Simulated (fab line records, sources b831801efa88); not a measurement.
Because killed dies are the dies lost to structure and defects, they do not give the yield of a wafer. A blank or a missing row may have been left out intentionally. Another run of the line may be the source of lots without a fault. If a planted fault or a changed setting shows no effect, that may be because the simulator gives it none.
Which tool did it?	flow gf180mcu	33 wafers from 11 lots sampled at 6 of the route's 602 steps

== WHAT THE GAUGES SHOWED, per wafer ==
GF_M1_OVL_MEAS_15.
lot	measured	on	M1_OVL (nm)
L688	day 16 22:02	overlay-01	-1 1 0
L692	day 18 19:17	overlay-01	-1 -7 -3
L695	day 19 22:16	overlay-01	6 7 4
L696	day 20 03:40	overlay-02	9 2 -2
L698	day 20 19:16	overlay-02	-6 -1 -7
L700	day 21 14:29	overlay-02	16 8 8
L706	day 23 18:59	overlay-01	-2 0 11
L708	day 24 09:59	overlay-02	4 1 0
L709	day 24 12:08	overlay-02	5 4 0
L710	day 24 16:07	overlay-01	1 4 0
L711	day 25 05:28	overlay-01	-5 4 -1

GF_V1_RS_MEAS_24: measurement is done with a four-point probe.
lot	measured	on	V1_W_RS (ohm/sq)
L688	day 17 23:46	film_metro-04	0.328 0.322 0.330
L692	day 19 22:17	film_metro-04	0.329 0.331 0.333
L695	day 21 00:34	film_metro-01	0.331 0.307 0.309
L696	day 21 06:21	film_metro-02	0.328 0.328 0.327
L698	day 21 21:34	film_metro-04	0.307 0.333 0.309
L700	day 22 15:04	film_metro-04	0.327 0.326 0.327
L706	day 24 19:35	film_metro-04	0.335 0.336 0.337
L708	day 25 10:24	film_metro-04	0.329 0.327 0.325
L709	day 25 12:14	film_metro-02	0.328 0.327 0.332
L710	day 25 16:47	film_metro-04	0.331 0.327 0.329
L711	day 26 04:42	film_metro-04	0.330 0.324 0.327

GF_V1_THK_MEAS_25: measures by xrf.
lot	measured	on	V1_W_THK (nm)
L688	day 17 23:53	film_metro-04	342 349 342
L692	day 19 22:23	film_metro-04	343 340 338
L695	day 21 00:41	film_metro-01	334 356 358
L696	day 21 06:28	film_metro-02	342 341 340
L698	day 21 21:41	film_metro-04	372 344 371
L700	day 22 15:11	film_metro-04	347 345 344
L706	day 24 19:41	film_metro-04	334 334 332
L708	day 25 10:31	film_metro-04	342 346 347
L709	day 25 12:21	film_metro-02	339 339 335
L710	day 25 16:54	film_metro-04	340 346 339
L711	day 26 04:48	film_metro-04	341 350 345

== WHICH TOOL RAN EACH LOT (tool, then ch and the chambers of the sampled wafers, then the start) ==
lot	GF_M1_SPUTTER_01	GF_V1_STRIP_18	GF_V1_CVD_23
L688	pvd_sputter-01, day 15 23:20	plasma_asher-03 ch 0,1, day 17 23:01	cvd_w-02 ch 0,1, day 17 23:39
L692	pvd_sputter-03, day 17 19:11	plasma_asher-04 ch 0,1, day 19 21:31	cvd_w-02 ch 0,1, day 19 22:09
L695	pvd_sputter-03, day 18 21:32	plasma_asher-03 ch 0,1, day 20 23:50	cvd_w-02 ch 0,1, day 21 00:28
L696	pvd_sputter-02, day 19 03:18	plasma_asher-03 ch 0,1, day 21 05:28	cvd_w-01 ch 1, day 21 06:08
L698	pvd_sputter-01, day 19 19:05	plasma_asher-03 ch 0,1, day 21 20:47	cvd_w-02 ch 0,1, day 21 21:28
L700	pvd_sputter-03, day 20 14:34	plasma_asher-02 ch 0,1, day 22 14:19	cvd_w-01 ch 0,1, day 22 14:56
L706	pvd_sputter-03, day 22 20:49	plasma_asher-04 ch 0,1, day 24 18:47	cvd_w-01 ch 0,1, day 24 19:28
L708	pvd_sputter-02, day 23 11:40	plasma_asher-03 ch 0,1, day 25 09:37	cvd_w-02 ch 0,1, day 25 10:17
L709	pvd_sputter-01, day 23 14:07	plasma_asher-03 ch 0,1, day 25 11:20	cvd_w-02 ch 1, day 25 12:00
L710	pvd_sputter-01, day 23 18:06	plasma_asher-04 ch 0,1, day 25 15:55	cvd_w-02 ch 1, day 25 16:33
L711	pvd_sputter-03, day 24 07:44	plasma_asher-03 ch 0,1, day 26 03:56	cvd_w-02 ch 0,1, day 26 04:35
- GF_M1_SPUTTER_01: material TiN, target thk 30 nm, time 25 s.
- GF_V1_STRIP_18: strips in O2/N2.
- GF_V1_CVD_23: deposits W, target thk 350 nm, time 105.05 s.

== AS READ BY THE TOOLS THEMSELVES (means over the sampled wafers that have a number; for cases with no such wafer, the mark the record gives instead) ==
GF_M1_SPUTTER_01.
lot	tool	chamber_pressure_pa (Pa)	throttle_valve_pct (%)
L688	pvd_sputter-01	0.3990	30.6
L692	pvd_sputter-03	0.4001	29.9
L695	pvd_sputter-03	0.3999	30.1
L696	pvd_sputter-02	0.4004	29.9
L698	pvd_sputter-01	0.3999	29.7
L700	pvd_sputter-03	0.3999	29.7
L706	pvd_sputter-03	0.3993	30.2
L708	pvd_sputter-02	0.3992	31.3
L709	pvd_sputter-01	0.4003	30.3
L710	pvd_sputter-01	0.3993	30.8
L711	pvd_sputter-03	0.4006	30.2

GF_V1_STRIP_18.
lot	tool	drypump_motor_current_A (A)	heater_power_w (W)	o2_flow_sccm (sccm)	oes_product_au (a.u.)
L688	plasma_asher-03	5.0	365	2991	0.589
L692	plasma_asher-04	5.4	314	2998	0.592
L695	plasma_asher-03	5.0	336	3000	0.595
L696	plasma_asher-03	5.0	345	2996	0.592
L698	plasma_asher-03	5.0	343	3004	0.593
L700	plasma_asher-02	5.5	347	3010	0.592
L706	plasma_asher-04	5.4	321	3006	0.594
L708	plasma_asher-03	5.0	346	3007	0.594
L709	plasma_asher-03	5.0	349	2984	0.592
L710	plasma_asher-04	5.4	317	3007	0.596
L711	plasma_asher-03	5.0	337	2997	0.589

GF_V1_CVD_23.
lot	tool	chamber_pressure_Torr (Torr)	heater_power_w (W)
L688	cvd_w-02	39.99	824
L692	cvd_w-02	39.98	835
L695	cvd_w-02	44.32	836
L696	cvd_w-01	39.93	896
L698	cvd_w-02	44.38	853
L700	cvd_w-01	40.04	899
L706	cvd_w-01	40.00	907
L708	cvd_w-02	40.02	861
L709	cvd_w-02	40.09	831
L710	cvd_w-02	39.90	830
L711	cvd_w-02	40.05	840

== THE ANSWER, worked out from the rows above alone ==
Rule: the lots themselves supply what counts as usual. The widest of any qualifying gaps counts: lots, ordered by their means at a reading, are off when they make up no more than a third of the lots, leave a main group of 4 or more, and stand apart from it by 3 or more times the standard deviation of that group's means. A main group is skipped when, at the precision printed for the reading in the tables above, its means are all equal. Also off: a lot with no number at a reading for which 4 or more lots have one. All remaining lots with rows at the step are treated as sound. After the gauges, taken in route order, come the tools' own readings; for these a lot's mean is taken, as printed above. The first step at which some lot is off is used, and at that step the reading that is off furthest; a lot without a number counts as furthest.
Off: L695, L698, seen at GF_V1_RS_MEAS_24 (V1_W_RS). Mean 0.329 ohm/sq and standard deviation 0.0029 in the main group.
A tool fits if, at a process step before that reading, it ran every lot that is off, and no sound lot after the first of them. Not tried: the gauges at GF_V1_RS_MEAS_24; whatever is off there is also off at GF_V1_CVD_23, on other tools, and gauge error can't account for it. Of those tried, none fits.

== WHAT THE SIMULATOR HAD PUT IN ==
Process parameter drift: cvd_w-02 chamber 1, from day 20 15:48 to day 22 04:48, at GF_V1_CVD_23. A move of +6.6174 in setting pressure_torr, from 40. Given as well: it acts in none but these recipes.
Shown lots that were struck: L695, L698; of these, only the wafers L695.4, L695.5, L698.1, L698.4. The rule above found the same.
